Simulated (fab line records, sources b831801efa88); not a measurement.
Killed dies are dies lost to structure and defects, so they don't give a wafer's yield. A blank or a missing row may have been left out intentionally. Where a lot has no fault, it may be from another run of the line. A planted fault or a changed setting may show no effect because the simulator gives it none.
Struck lot and sound lot, side by side / flow sky130 / 15 steps out of a route of 708
Sound: the wafers L860.2, L860.5, L860.6. Struck: wafers L877.1, L877.2, L877.3. The cause is named last.
Per side, at each step with rows, come the tool, then ch with its chambers, and then its first start. Under that, the readings that differ: sound wafers / struck wafers / difference of the means / sigmas: that difference in standard deviations of wafers without a fault.
alike: a reading whose means differ by less than 2 such deviations, as well as words and numbers matching on both sides. not compared: withheld readings; readings where some wafer has no value; bounds like >300 that might hide an equal value; numbers whose values overlap and for which the record gives no deviation.
Wherever a step has rows on one side only, a row that says differs or no value, or a row with sigmas, the two part there. Numbers that have no deviation but don't overlap get no sigmas and don't part them. Lack of a reading on every wafer of one side parts them only where that side has two or more wafers.

first, 7 steps without rows for these wafers: SKY_METAL4_HMDS_06 (prime time 60 s); SKY_METAL4_COAT_07 (resist thk 60 nm); SKY_METAL4_COAT_08 (resist thk 1140 nm); SKY_METAL4_SOFTBAKE_09 (time 90 s); SKY_METAL4_EXPOSE_10 (exposes mask MM4, target cd 300 nm); SKY_METAL4_PEB_11; SKY_METAL4_DEVELOP_12 (develop time 60 s).
SKY_METAL4_CD_MEAS_13: target cd 300 nm.
  struck on cd-sem-01, day 47 05:22; sound on cd-sem-02, day 42 14:46
  alike: cd-nm
SKY_METAL4_OVL_MEAS_14:
  struck on overlay-01, day 47 05:29; sound on overlay-01, day 42 14:52
  alike: METAL4_OVL
SKY_METAL4_DESCUM_15: chemistry O2, time 8 s.
  sound on rie-metal-04 ch 0,1, day 42 14:53; struck on rie-metal-04 ch 0, day 47 05:31
  alike: drypump-motor-current-A, oes-product-au
  not compared: rf-hours-counter-h
SKY_METAL4_ETCH_16: etches BARC in N2/H2, stops on SiO2, time 88.2 s, target depth 60 nm.
  sound on rie-metal-04 ch 0,1, day 42 14:56; struck on rie-metal-04 ch 0, day 47 05:35
  alike: bias-w, drypump-motor-current-A, h2-flow-sccm, oes-product-au, throttle-valve-pct
  not compared: rf-hours-counter-h
SKY_METAL4_ETCH_17: etches SiO2 in C4F8/O2/Ar, stops on TiN, time 3.9 s, target depth 15 nm.
  sound on rie-diel-01 ch 1,2,3, day 42 15:01; struck on rie-diel-03 ch 0,1,3, day 47 05:47
  alike: bias-w, oes-product-au
  not compared: rf-hours-counter-h
SKY_METAL4_METAL_ETCH_18: etches the open film in Cl2/BCl3, stops on SiO2, target depth 845 nm, time 183.1 s.
  sound on rie-metal-03 ch 0,1, day 42 15:02; struck on rie-metal-02 ch 0,1, day 47 05:48
reading=bias-w (W); sound=48.52 48.56 48.46; struck=62.10 62.23 62.17; difference=+13.65; sigmas=+98
reading=model.KrF-thick_of_METAL4_COAT_08.thk-nm (nm); sound=527.6 524.5 532.8; struck=469.9 446.2 444.9; difference=-74.6; sigmas=
reading=model.SiO2_of_VIA3_HDPCVD_00.thk-nm (nm); sound=435 435 434.8; struck=428.5 427.7 427.1; difference=-7.2; sigmas=
  alike: drypump-motor-current-A, oes-product-au, throttle-valve-pct
  not compared: rf-hours-counter-h
SKY_METAL4_STRIP_19: strips in O2/N2.
  sound on plasma-asher-03 ch 0,1, day 42 15:13; struck on plasma-asher-03 ch 0,1, day 47 05:59
reading=oes-product-au (a.u.); sound=0.499 0.495 0.499; struck=0.486 0.469 0.468; difference=-0.023; sigmas=-4
reading=strip-time-to-endpoint-s (s); sound=6.54 6.50 6.59; struck=5.95 5.72 5.70; difference=-0.75; sigmas=-8
  alike: drypump-motor-current-A, o2-flow-sccm
  not compared: rf-hours-counter-h
then, 1 step without rows for these wafers: SKY_METAL4_STRIP_20 (strips in post etch residue remover, time 1200 s).

== WHERE THEY PART ==
First at SKY_METAL4_METAL_ETCH_18; last, within this record, at SKY_METAL4_STRIP_19.

WHY: what had been put in by the simulator
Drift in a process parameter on rie-metal-02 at SKY_METAL4_METAL_ETCH_18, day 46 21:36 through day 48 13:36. From 48.5, the setting bias-w moved by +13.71. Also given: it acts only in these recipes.
